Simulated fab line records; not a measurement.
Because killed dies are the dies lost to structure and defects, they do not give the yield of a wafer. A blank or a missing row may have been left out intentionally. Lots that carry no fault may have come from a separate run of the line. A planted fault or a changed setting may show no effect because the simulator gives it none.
Struck lot and sound lot, side by side	flow gf180mcu	16 steps out of a route of 602
Sound: wafers L515.3, L515.4, L515.5. Struck: wafers L525.2, L525.5 (left out: L525.1, a lot-mate that was not struck); the cause follows at the end.
Each step with rows lists, per side, the tool, then ch with its chambers, then its first start. Under that, the readings that differ: sound wafers	struck wafers	difference of the means	sigmas: that difference in standard deviations of wafers without a fault.
alike: words and numbers the same on both sides, and readings whose means are apart by under 2 such deviations; not compared: readings that were withheld, readings missing a value for some wafer, numbers with overlapping values and no deviation given by the record, and bounds like >300 which may hide the same value.
The two part at a step that has a row with sigmas, a row that says differs or no value, or rows on one side only. When numbers do not overlap yet have no deviation, they are printed without sigmas and do not part them. A reading that every wafer of one side lacks parts them only if that side has two wafers or more.

first, 9 steps without rows for these wafers: GF_MIM_STRIP_21 (strips in post etch residue remover, time 1200 s); GF_MIM_CLEAN_22 (cleans in DIW); GF_M5_DEHYDRATE_00 (time 60 s); GF_M5_HMDS_01 (prime time 60 s); GF_M5_COAT_02 (resist thk 1000 nm); GF_M5_SOFTBAKE_03 (time 60 s); GF_M5_EXPOSE_04 (exposes mask Metal5, target cd 280 nm); GF_M5_PEB_05 (peb time 90 s); GF_M5_DEVELOP_06 (develop time 60 s).
GF_M5_CD_MEAS_07: the cd target is 280 nm.
  sound: cd_sem-01 at day 28 05:55; struck: cd_sem-02 at day 31 02:54
  alike: cd_nm
GF_M5_OVL_MEAS_08:
  sound: overlay-02 at day 28 06:01; struck: overlay-01 at day 31 03:01
  alike: M5_OVL
GF_M5_ETCH_09: etches Si3N4 in CF4/O2, target depth 52 nm, time 11.6 s.
  sound on rie_diel-01 ch 2,3, day 28 06:02; struck on rie_diel-01 ch 0,3, day 31 03:03
  alike: drypump_motor_current_A, oes_product_au, rf_fwd_power_W, throttle_valve_pct
  not compared: rf_hours_counter_h
GF_M5_METAL_ETCH_10: etches the open film in Cl2/BCl3, stops on SiO2, target depth 627.5 nm, time 104.6 s.
  sound on rie_metal-03 ch 0,1, day 28 06:05; struck on rie_metal-01 ch 0, day 31 03:05
reading	sound	struck	difference	sigmas
oes_product_au (a.u.)	0.974 0.983 0.966	0.917 0.914	-0.059	-8
rf_fwd_power_W (W)	795 796 788	657 661	-134	-38
throttle_valve_pct (%)	28.250 28.259 28.261	28.310 28.308	+0.052	+5
model.M5.feature_depth_nm (nm)	598.7 596.5 597.8	541.6 543.9	-54.9	
model.etch.depth_nm (nm)	598.7 596.5 597.8	541.6 543.9	-54.9	
model.KrF_of_M5_COAT_02.thk_nm (nm)	703.2 701.8 704.8	736.7 732	+31.1	
  alike: drypump_motor_current_A
  not compared: rf_hours_counter_h
GF_M5_STRIP_11: strips in O2/N2.
  sound on plasma_asher-04 ch 0,1, day 28 06:12; struck on plasma_asher-03 ch 0,1, day 31 03:11
reading	sound	struck	difference	sigmas
oes_product_au (a.u.)	0.548 0.542 0.538	0.569 0.559	+0.021	+5
strip_time_to_endpoint_s (s)	7.57 7.55 7.58	7.89 7.85	+0.30	+7
  alike: drypump_motor_current_A, heater_power_w
  not compared: rf_hours_counter_h
then, 1 step without rows for these wafers: GF_M5_STRIP_12 (strips in post etch residue remover, time 1200 s).
-- the record jumps here: 2 days lie between the struck wafers' starts before and after (it left off in module M5 and takes up again in module PASSIVATION, whose first step shown is number 602 of the route) --
GF_PASSIVATION_PROBE_99:
  sound: prober-02 at day 30 20:13; struck: prober-01 at day 33 10:29
reading	sound	struck	difference	sigmas
model.etest.diode_pplus_nwell.over_limit	0 0 0	1 1	+1	
model.etest.p_drift.short	0 0 0	1 1	+1	
model.etest.via2_chain.short	0 0 0	1 1	+1	
model.etest.via1_chain.short	0 0 0	1 1	+1	
model.etest.ppoly_sal.short	0 0 0	1 1	+1	
model.etest.iso_pplus_pwell.over_limit	0 0 0	1 1	+1	
model.etest.nplus_u.short	0 0 0	1 1	+1	
model.etest.contact_nplus.short	0 0 0	1 1	+1	

== WHERE THEY PART ==
Earliest at GF_M5_METAL_ETCH_10; latest, in this record, at GF_M5_STRIP_11.

WHY: the cause the simulator had injected
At GF_M5_METAL_ETCH_10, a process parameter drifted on rie_metal-01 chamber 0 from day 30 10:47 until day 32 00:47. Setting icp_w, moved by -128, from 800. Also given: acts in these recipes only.
